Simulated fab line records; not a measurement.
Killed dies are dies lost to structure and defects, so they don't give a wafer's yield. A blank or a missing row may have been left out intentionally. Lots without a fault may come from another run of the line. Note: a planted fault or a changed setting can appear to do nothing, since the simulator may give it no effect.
Which of the tools did it? | flow sky130 | 7 lots, 21 wafers sampled, at 3 steps of a route of 708

## WHAT EACH GAUGE READ, for each wafer
SKY_SD_P_TW_MEAS_11.
lot  | measured     | on            | SD_P_TW
L705 | day 25 23:32 | film metro-01 | 2850 2837 2854
L708 | day 27 09:26 | film metro-02 | 2795 2803 2823
L712 | day 28 11:37 | film metro-02 | 2799 2782 2793
L714 | day 28 21:39 | film metro-02 | 2795 2786 2788
L717 | day 31 10:11 | film metro-01 | 2778 2801 2784
L719 | day 31 10:04 | film metro-02 | 2813 2793 2821
L721 | day 31 11:05 | film metro-02 | 3086 3095 3103 3093 3114 3110

## EACH LOT AND THE TOOL THAT RAN IT (in order: tool; ch and the chambers of the sampled wafers; start)
lot  | SKY_SD_P_IMPLANT_09             | SKY_SD_P_STRIP_10
L705 | implanter-02 ch 0, day 25 23:17 | plasma asher-02 ch 0,1, day 25 23:26
L708 | implanter-04 ch 0, day 27 09:11 | plasma asher-02 ch 0,1, day 27 09:19
L712 | implanter-02 ch 0, day 28 11:24 | plasma asher-02 ch 0,1, day 28 11:32
L714 | implanter-02 ch 0, day 28 21:26 | plasma asher-02 ch 0,1, day 28 21:33
L717 | implanter-03 ch 0, day 31 09:56 | plasma asher-03 ch 0,1, day 31 10:05
L719 | implanter-04 ch 0, day 31 09:50 | plasma asher-02 ch 0,1, day 31 09:58
L721 | implanter-02 ch 0, day 31 10:31 | plasma asher-03 ch 0,1, day 31 10:59
- SKY_SD_P_IMPLANT_09
- SKY_SD_P_STRIP_10: strips in O2/N2.

## THE ANSWER, worked out from the rows above alone
Rule: the usual values come from the lots themselves. Put in order of their means at a reading, lots are off if they are a third of the lots or fewer, leave a main group of 4 or more, and stand apart from it by a gap of 3 or more times the standard deviation of the main group's means; of several such gaps the widest counts. Not used: any main group whose means are identical at the precision the tables above print for the reading. A lot without any number at a reading at which 4 lots or more have one is off too. All remaining lots with rows at the step are treated as sound.
Off: at SKY_SD_P_TW_MEAS_11 (SD_P_TW), L721. Main group: mean 2805, sd 20.
A tool fits if, at a process step before that reading, it ran every lot that is off, and no sound lot after the first of them. Those tools and the gauges at SKY_SD_P_TW_MEAS_11 are tried in the same way. Can't be told from this: 3 tools fit, implanter-02 at SKY_SD_P_IMPLANT_09, plasma asher-03 at SKY_SD_P_STRIP_10, film metro-02 at SKY_SD_P_TW_MEAS_11.

## WHAT HAD BEEN PUT IN BY THE SIMULATOR
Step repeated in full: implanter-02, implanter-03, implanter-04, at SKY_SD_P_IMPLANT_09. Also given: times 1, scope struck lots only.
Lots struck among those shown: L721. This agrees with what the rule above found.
